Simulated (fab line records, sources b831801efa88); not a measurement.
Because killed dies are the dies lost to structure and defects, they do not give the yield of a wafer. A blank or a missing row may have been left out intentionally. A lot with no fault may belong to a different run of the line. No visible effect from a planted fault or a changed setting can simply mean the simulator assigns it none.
A lot that was struck, set against a sound lot || flow sky130 || 17 out of 708 route steps
Sound: wafers L560.1, L560.5, L560.6. The struck wafers were L572.1, L572.3, L572.5. At the end, the cause is stated.
Each step with rows lists, per side, the tool, then ch with its chambers, then its first start. Under that, the readings that differ: sound wafers || struck wafers || difference of the means || sigmas: that difference in standard deviations of wafers without a fault.
alike: a reading whose means differ by less than 2 such deviations, as well as words and numbers matching on both sides. not compared: withheld readings; readings where some wafer has no value; bounds like >300 that might hide an equal value; numbers whose values overlap and for which the record gives no deviation.
A row with sigmas, a row that says differs or no value, or rows on one side alone: a step with any of these is where the two part. When numbers do not overlap yet have no deviation, they are printed without sigmas and do not part them. A reading that every wafer of one side lacks parts them only if that side has two wafers or more.

first, 1 step without rows for these wafers: SKY_SD_P_DEVELOP_06 (develop time 60 s).
SKY_SD_P_CD_MEAS_07: target cd 380 nm.
  struck on cd sem-02, day 30 17:51; sound on cd sem-01, day 26 01:43
  alike: cd nm
SKY_SD_P_OVL_MEAS_08:
  struck on overlay-01, day 30 17:58; sound on overlay-01, day 26 01:50
  alike: SD_P_OVL
next, for these wafers, 1 step has no rows: SKY_SD_P_IMPLANT_09.
SKY_SD_P_STRIP_10: strips in O2/N2.
  sound on plasma asher-02 ch 0,1, day 26 02:01; struck on plasma asher-01 ch 0, day 30 18:09
  alike: drypump motor current A, oes product au, strip time to endpoint s
  not compared: rf hours counter h
SKY_SD_P_TW_MEAS_11:
  struck on film metro-02, day 30 18:15; sound on film metro-02, day 26 02:07
  alike: SD_P_TW
then, 6 steps without rows for these wafers: SKY_RES_XHIGH_DEHYDRATE_00 (time 60 s); SKY_RES_XHIGH_HMDS_01 (prime time 60 s); SKY_RES_XHIGH_COAT_02 (resist thk 1140 nm); SKY_RES_XHIGH_SOFTBAKE_03 (time 60 s); SKY_RES_XHIGH_EXPOSE_04 (exposes mask URPM, target cd 1270 nm); SKY_RES_XHIGH_PEB_05.
SKY_RES_XHIGH_DEVELOP_06: develop time 60 s.
  sound on litho track-03 ch 0, day 27 05:40; struck on litho track-01, day 31 21:37
  no value came back on the struck wafers for chill plate temp C (C), develop time s (s); on the sound wafers chill plate temp C (C) reads 23.11 22.91 23.03
next, for these wafers, 1 step has no rows: SKY_RES_XHIGH_IMPLANT_07.
SKY_RES_XHIGH_STRIP_08: strips in O2/N2.
  sound on plasma asher-03 ch 0,1, day 27 05:58; struck on plasma asher-01 ch 0,1, day 31 21:55
  alike: drypump motor current A, oes product au, strip time to endpoint s
  not compared: rf hours counter h
SKY_RES_XHIGH_TW_MEAS_09:
  struck on film metro-02, day 31 22:01; sound on film metro-03, day 27 06:04
{"reading": "RES_XHIGH_TW", "sound": "1621 1610 1611", "struck": "31 31 31", "difference": -1583, "sigmas": -48}
then, 1 step without rows for these wafers: SKY_SD_N_DEHYDRATE_00 (time 60 s).

WHERE THEY PART
At SKY_RES_XHIGH_DEVELOP_06 first; at SKY_RES_XHIGH_TW_MEAS_09 last (within this record only).

WHY: what the simulator had put in
Whole step skipped at SKY_RES_XHIGH_DEVELOP_06 on litho track-01, starting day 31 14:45. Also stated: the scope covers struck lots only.
